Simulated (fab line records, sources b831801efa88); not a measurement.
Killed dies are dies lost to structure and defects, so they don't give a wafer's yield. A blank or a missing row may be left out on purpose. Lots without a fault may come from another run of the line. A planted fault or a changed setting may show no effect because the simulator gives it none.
Which tool did it? | flow sky130 | 15 lots, 45 wafers sampled, at 4 steps of a route of 708

WHAT THE GAUGES READ, wafer by wafer
The record holds no reading of a measuring or inspecting step that can be judged against a usual standard deviation.

WHICH TOOL RAN EACH LOT (tool, then ch and the chambers of the sampled wafers, then the start)
lot  | SKY_LI_CONTACT_ETCH_14             | SKY_LI_CONTACT_SPUTTER_20    | SKY_LI_CONTACT_CMP_24         | SKY_LOCAL_INTERCONNECT_PEB_09
L768 | rie_diel-02 ch 0,2,3, day 28 17:08 | pvd_sputter-03, day 28 17:38 | cmp-02 ch 0,1,2, day 28 18:07 | litho_track-04 ch 0, day 29 23:00
L769 | rie_diel-02 ch 1,2,3, day 29 08:28 | pvd_sputter-04, day 29 08:58 | cmp-02 ch 0,1,2, day 29 09:26 | litho_track-04 ch 0, day 30 13:00
L770 | rie_diel-04 ch 2,3, day 29 15:50   | pvd_sputter-03, day 29 16:20 | cmp-02 ch 0,2,3, day 29 16:43 | litho_track-04 ch 0, day 30 20:00
L771 | rie_diel-04 ch 2,3, day 29 22:29   | pvd_sputter-04, day 29 23:17 | cmp-02 ch 1,3, day 29 23:57   | litho_track-03 ch 0, day 31 03:00
L772 | rie_diel-02 ch 1,2, day 30 18:23   | pvd_sputter-03, day 30 18:55 | cmp-02 ch 0,3, day 30 19:16   | litho_track-01 ch 0, day 31 22:00
L775 | rie_diel-03 ch 1,2,3, day 31 17:16 | pvd_sputter-03, day 31 17:47 | cmp-01 ch 0,2,3, day 31 18:09 | litho_track-04 ch 0, day 32 21:00
L776 | rie_diel-02 ch 0,1,2, day 31 20:16 | pvd_sputter-02, day 31 20:46 | cmp-02 ch 0,2,3, day 31 21:10 | litho_track-03 ch 0, day 33 00:00
L777 | rie_diel-04 ch 0,2, day 32 11:11   | pvd_sputter-04, day 32 11:42 | cmp-01 ch 0,2, day 32 12:04   | litho_track-01 ch 0, day 33 15:00
L779 | rie_diel-02 ch 0,3, day 32 19:08   | pvd_sputter-02, day 32 19:40 | cmp-02 ch 0,2,3, day 32 20:07 | litho_track-04 ch 0, day 33 23:00
L778 | rie_diel-04 ch 0,1,3, day 32 22:56 | pvd_sputter-03, day 32 23:27 | cmp-01 ch 0,3, day 32 23:52   | litho_track-01 ch 0, day 34 02:00
L786 | rie_diel-03 ch 0,3, day 36 21:10   | pvd_sputter-04, day 36 21:40 | cmp-01 ch 0,2,3, day 36 22:16 | litho_track-04 ch 0, day 37 23:00
L790 | rie_diel-02 ch 0,1, day 36 21:20   | pvd_sputter-02, day 36 21:52 | cmp-02 ch 0,3, day 36 22:16   | litho_track-01 ch 0, day 37 23:00
L787 | rie_diel-03 ch 1,2,3, day 37 00:20 | pvd_sputter-03, day 37 00:50 | cmp-02 ch 0,1,3, day 37 01:23 | litho_track-04, day 38 03:00
L789 | rie_diel-04 ch 0,2,3, day 37 01:59 | pvd_sputter-03, day 37 02:31 | cmp-02 ch 0,1,2, day 37 03:08 | litho_track-04, day 38 04:00
L788 | rie_diel-04 ch 0,1,3, day 37 04:49 | pvd_sputter-03, day 37 05:19 | cmp-02 ch 0,2, day 37 05:52   | litho_track-01, day 38 06:00
- SKY_LI_CONTACT_ETCH_14: etches BARC in N2/H2, stops on SiO2, time 45.9 s, target depth 60 nm.
- SKY_LI_CONTACT_SPUTTER_20: material TiN, target thk 20 nm, time 80 s.
- SKY_LI_CONTACT_CMP_24: polishes, stops on PSG, t overpolish 20 s, target thk 0 nm.
- SKY_LOCAL_INTERCONNECT_PEB_09

WHAT THE TOOLS THEMSELVES READ (means of the sampled wafers that have a number; where no wafer has one, the mark that the record gives instead)
SKY_LI_CONTACT_ETCH_14.
lot  | tool        | drypump_motor_current_A (A) | h2_flow_sccm (sccm) | oes_product_au (a.u.) | rf_fwd_power_W (W) | throttle_valve_pct (%)
L768 | rie_diel-02 | 5.5                         | 200.0               | 0.856                 | 495.2              | 13.226
L769 | rie_diel-02 | 5.6                         | 199.9               | 0.851                 | 494.2              | 13.223
L770 | rie_diel-04 | 5.5                         | 199.8               | 0.858                 | 495.0              | 13.220
L771 | rie_diel-04 | 5.4                         | 200.1               | 0.848                 | 496.7              | 13.233
L772 | rie_diel-02 | 5.4                         | 199.9               | 0.855                 | 495.3              | 13.220
L775 | rie_diel-03 | 5.4                         | 199.7               | 0.854                 | 494.4              | 13.226
L776 | rie_diel-02 | 5.4                         | 199.8               | 0.849                 | 495.5              | 13.224
L777 | rie_diel-04 | 5.7                         | 200.7               | 0.855                 | 493.6              | 13.216
L779 | rie_diel-02 | 5.7                         | 200.4               | 0.855                 | 497.3              | 13.220
L778 | rie_diel-04 | 5.2                         | 200.4               | 0.852                 | 493.2              | 13.224
L786 | rie_diel-03 | 5.3                         | 200.7               | 0.851                 | 492.4              | 13.228
L790 | rie_diel-02 | 5.4                         | 200.0               | 0.857                 | 496.4              | 13.231
L787 | rie_diel-03 | 5.4                         | 200.3               | 0.855                 | 495.1              | 13.223
L789 | rie_diel-04 | 5.5                         | 199.4               | 0.850                 | 494.2              | 13.219
L788 | rie_diel-04 | 5.2                         | 200.1               | 0.858                 | 493.1              | 13.226

SKY_LI_CONTACT_SPUTTER_20.
lot  | tool           | cathode_dc_power_W (W) | throttle_valve_pct (%)
L768 | pvd_sputter-03 | 3999.2                 | 29.8
L769 | pvd_sputter-04 | 4000.5                 | 30.9
L770 | pvd_sputter-03 | 4000.7                 | 30.0
L771 | pvd_sputter-04 | 4000.3                 | 29.9
L772 | pvd_sputter-03 | 4000.5                 | 30.9
L775 | pvd_sputter-03 | 4000.0                 | 30.7
L776 | pvd_sputter-02 | 3999.7                 | 30.4
L777 | pvd_sputter-04 | 4000.0                 | 30.6
L779 | pvd_sputter-02 | 4000.3                 | 30.3
L778 | pvd_sputter-03 | 4000.3                 | 30.9
L786 | pvd_sputter-04 | 4001.0                 | 29.8
L790 | pvd_sputter-02 | 4001.3                 | 30.2
L787 | pvd_sputter-03 | 4000.5                 | 30.7
L789 | pvd_sputter-03 | 4000.0                 | 29.2
L788 | pvd_sputter-03 | 3999.2                 | 30.7

SKY_LI_CONTACT_CMP_24.
lot  | tool   | motor_current_A (A) | overpolish_run_s (s) | time_to_endpoint_s (s)
L768 | cmp-02 | 11.5                | 19.990               | 94
L769 | cmp-02 | 11.1                | 19.995               | 95
L770 | cmp-02 | 11.6                | 20.001               | 95
L771 | cmp-02 | 10.8                | 19.994               | 98
L772 | cmp-02 | 11.0                | 20.006               | 96
L775 | cmp-01 | 11.2                | 19.994               | 98
L776 | cmp-02 | 11.7                | 20.005               | 93
L777 | cmp-01 | 12.0                | 19.992               | 97
L779 | cmp-02 | 11.5                | 20.001               | 96
L778 | cmp-01 | 12.2                | 20.003               | 99
L786 | cmp-01 | 11.5                | 20.000               | 99
L790 | cmp-02 | 10.8                | 19.999               | 95
L787 | cmp-02 | 10.7                | 19.992               | 97
L789 | cmp-02 | 11.0                | 19.996               | 94
L788 | cmp-02 | 10.8                | 19.999               | 94

SKY_LOCAL_INTERCONNECT_PEB_09.
lot  | tool           | exhaust_pa (Pa)
L768 | litho_track-04 | 44.3
L769 | litho_track-04 | 43.9
L770 | litho_track-04 | 43.7
L771 | litho_track-03 | 45.8
L772 | litho_track-01 | 44.1
L775 | litho_track-04 | 46.6
L776 | litho_track-03 | 45.3
L777 | litho_track-01 | 43.3
L779 | litho_track-04 | 45.7
L778 | litho_track-01 | 45.1
L786 | litho_track-04 | 44.7
L790 | litho_track-01 | 44.7
L787 | litho_track-04 | -
L789 | litho_track-04 | -
L788 | litho_track-01 | -

THE ANSWER, worked out from the rows above alone
Rule: what is usual is taken from the lots themselves. Put in order of their means at a reading, lots are off if they are a third of the lots or fewer, leave a main group of 4 or more, and stand apart from it by a gap of 3 or more times the standard deviation of the main group's means; of several such gaps the widest counts. A main group whose means are all the same, to the digits that the tables above print for the reading, isn't used. A lot without any number at a reading at which 4 lots or more have one is off too. The other lots that the step has rows for count as sound. The gauges are gone through in route order, then the tools' own readings, and for those a lot's mean is taken as printed above. The first step at which some lot is off is used, and at that step the reading that is off furthest; a lot without a number counts as furthest.
Off: L787, L789, L788, at SKY_LOCAL_INTERCONNECT_PEB_09 (exhaust_pa). Without a number there: L787, L789, L788. The main group: mean 44.8 Pa, standard deviation 0.93.
A tool fits if, at that step or a process step before it, it ran every lot that is off, and no sound lot after the first of them. Can't be told from this: 2 tools fit, pvd_sputter-03 at SKY_LI_CONTACT_SPUTTER_20, cmp-02 at SKY_LI_CONTACT_CMP_24.

WHAT THE SIMULATOR HAD PUT IN
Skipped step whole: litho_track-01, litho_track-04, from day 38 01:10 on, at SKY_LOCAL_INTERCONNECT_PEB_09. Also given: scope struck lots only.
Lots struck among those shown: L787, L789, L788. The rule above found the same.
